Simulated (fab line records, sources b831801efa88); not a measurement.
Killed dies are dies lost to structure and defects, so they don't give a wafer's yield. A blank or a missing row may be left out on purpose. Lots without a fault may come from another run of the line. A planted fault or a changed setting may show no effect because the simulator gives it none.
A struck lot beside a sound one | flow sky130 | 42 steps out of a route of 708
Sound: wafers L578.3, L578.4, L578.5. Struck: wafers L592.1, L592.3, L592.5. The cause comes at the end.
At each step with rows: each side's tool, then ch and its chambers, then its first start. Under that, the readings that differ: sound wafers | struck wafers | difference of the means | sigmas: that difference in standard deviations of wafers without a fault.
alike: readings whose means differ by less than 2 such deviations, and words and numbers that are the same on both sides. not compared: withheld readings, readings that some wafer has no value for, bounds like >300 that may hide the same value, and numbers for which the record gives no deviation and whose values overlap.
The two part at a step that has a row with sigmas, a row that says differs or no value, or rows on one side only. Numbers that don't overlap but have no deviation are shown without sigmas and don't part them. A reading that every wafer of one side lacks parts them only if that side has two wafers or more.

SKY_POLY_CUT_ETCH_10: etches BARC in N2/H2, stops on SiO2, time 45.9 s, target depth 60 nm.
  sound on rie_diel-04 ch 0,1,3, day 25 00:41; struck on rie_diel-04 ch 1,2,3, day 30 00:04
  alike: drypump_motor_current_A, oes_product_au, throttle_valve_pct
  not compared: rf_hours_counter_h
then, 1 step without rows for these wafers: SKY_POLY_CUT_ETCH_11 (etches Si3N4 in CF4/CH2F2/Ar, stops on poly-Si, time 42.5 s, target depth 60 nm).
SKY_POLY_CUT_STRIP_12: strips in O2/N2.
  sound on plasma_asher-02 ch 0,1, day 25 00:49; struck on plasma_asher-03 ch 0,1, day 30 00:08
  alike: drypump_motor_current_A, oes_product_au, strip_time_to_endpoint_s
  not compared: rf_hours_counter_h
then, 7 steps without rows for these wafers: SKY_SD_P_DEHYDRATE_00 (time 60 s); SKY_SD_P_HMDS_01 (prime time 60 s); SKY_SD_P_COAT_02 (resist thk 1140 nm); SKY_SD_P_SOFTBAKE_03 (time 60 s); SKY_SD_P_EXPOSE_04 (exposes mask PSDM, target cd 380 nm); SKY_SD_P_PEB_05; SKY_SD_P_DEVELOP_06 (develop time 60 s).
SKY_SD_P_CD_MEAS_07: target cd 380 nm.
  sound on cd_sem-01, day 26 05:08; struck on cd_sem-02, day 31 03:04
  alike: cd_nm
SKY_SD_P_OVL_MEAS_08:
  sound on overlay-01, day 26 05:13; struck on overlay-02, day 31 03:11
  alike: SD_P_OVL
SKY_SD_P_IMPLANT_09:
  sound on implanter-04 ch 0, day 26 05:17; struck on implanter-01 ch 0, day 31 03:14
SKY_SD_P_STRIP_10: strips in O2/N2.
  sound on plasma_asher-01 ch 0,1, day 26 05:26; struck on plasma_asher-02 ch 0,1, day 31 03:23
  alike: drypump_motor_current_A, oes_product_au, strip_time_to_endpoint_s
  not compared: rf_hours_counter_h
SKY_SD_P_TW_MEAS_11:
  sound on film_metro-01, day 26 05:31; struck on film_metro-01, day 31 03:29
  alike: SD_P_TW
then, 9 steps without rows for these wafers: SKY_RES_XHIGH_DEHYDRATE_00 (time 60 s); SKY_RES_XHIGH_HMDS_01 (prime time 60 s); SKY_RES_XHIGH_COAT_02 (resist thk 1140 nm); SKY_RES_XHIGH_SOFTBAKE_03 (time 60 s); SKY_RES_XHIGH_EXPOSE_04 (exposes mask URPM, target cd 1270 nm); SKY_RES_XHIGH_PEB_05; SKY_RES_XHIGH_DEVELOP_06 (develop time 60 s); SKY_RES_XHIGH_IMPLANT_07; SKY_RES_XHIGH_STRIP_08 (strips in O2/N2).
SKY_RES_XHIGH_TW_MEAS_09:
  sound on film_metro-02, day 27 10:40; struck on film_metro-04, day 32 06:36
  alike: RES_XHIGH_TW
then, 7 steps without rows for these wafers: SKY_SD_N_DEHYDRATE_00 (time 60 s); SKY_SD_N_HMDS_01 (prime time 60 s); SKY_SD_N_COAT_02 (resist thk 1140 nm); SKY_SD_N_SOFTBAKE_03 (time 60 s); SKY_SD_N_EXPOSE_04 (exposes mask NSDM, target cd 380 nm); SKY_SD_N_PEB_05; SKY_SD_N_DEVELOP_06 (develop time 60 s).
SKY_SD_N_CD_MEAS_07: target cd 380 nm.
  sound on cd_sem-02, day 28 14:04; struck on cd_sem-01, day 33 08:41
  alike: cd_nm
SKY_SD_N_OVL_MEAS_08:
  sound on overlay-01, day 28 14:09; struck on overlay-02, day 33 08:49
  alike: SD_N_OVL
then, 2 steps without rows for these wafers: SKY_SD_N_IMPLANT_09; SKY_SD_N_IMPLANT_10.
SKY_SD_N_STRIP_11: strips in O2/N2.
  sound on plasma_asher-04 ch 0,1, day 28 14:31; struck on plasma_asher-01 ch 0,1, day 33 09:08
  alike: drypump_motor_current_A, oes_product_au, strip_time_to_endpoint_s
  not compared: rf_hours_counter_h
SKY_SD_N_TW_MEAS_12:
  sound on film_metro-02, day 28 14:36; struck on film_metro-01, day 33 09:14
  alike: SD_N_TW
then, 1 step without rows for these wafers: SKY_SD_N_CLEAN_13 (cleans in SC1/SC2, time 150 s).
SKY_SD_N_RTA_14: time 2 s.
  sound on rtp_anneal-01 ch 0, day 28 14:43; struck on rtp_anneal-02 ch 0, day 33 09:21
  alike: chamber_o2_ppm, lamp_power_pct, wafer_temp_C_max
SKY_SD_N_RS_MEAS_16: measures by four-point-probe.
  sound on film_metro-04, day 28 14:54; struck on film_metro-04, day 33 09:32
  alike: SD_N_RS
-- the record jumps here: 16 days lie between the struck wafers' starts before and after (it left off in module SD_N and takes up again in module PAD_OPEN, whose first step shown is number 708 of the route) --
SKY_PAD_OPEN_PROBE_99:
  sound on prober-01, day 46 06:47; struck on prober-01, day 49 15:28
  reading                                 | sound             | struck            | difference | sigmas
  killed_at_M0_to_M3                      | 48 58 38          | 27 38 38          | -14        | -2
  model.etest.res_high_po.rs_ohm_sq_range | 7.738 11.79 9.105 | 25.57 27.11 25.18 | +16.41     |
  model.etest.res_pdiff.rs_ohm_sq_range   | 7.261 6.306 6.49  | 11.61 8.455 9.475 | +3.16      |
  alike: killed_at_M4_up, killed_at_contacts, killed_at_front_end, killed_at_other, killed_dies, killed_open, killed_short

WHERE THEY PART
Only at SKY_PAD_OPEN_PROBE_99, within this record.

WHY: what the simulator had put in
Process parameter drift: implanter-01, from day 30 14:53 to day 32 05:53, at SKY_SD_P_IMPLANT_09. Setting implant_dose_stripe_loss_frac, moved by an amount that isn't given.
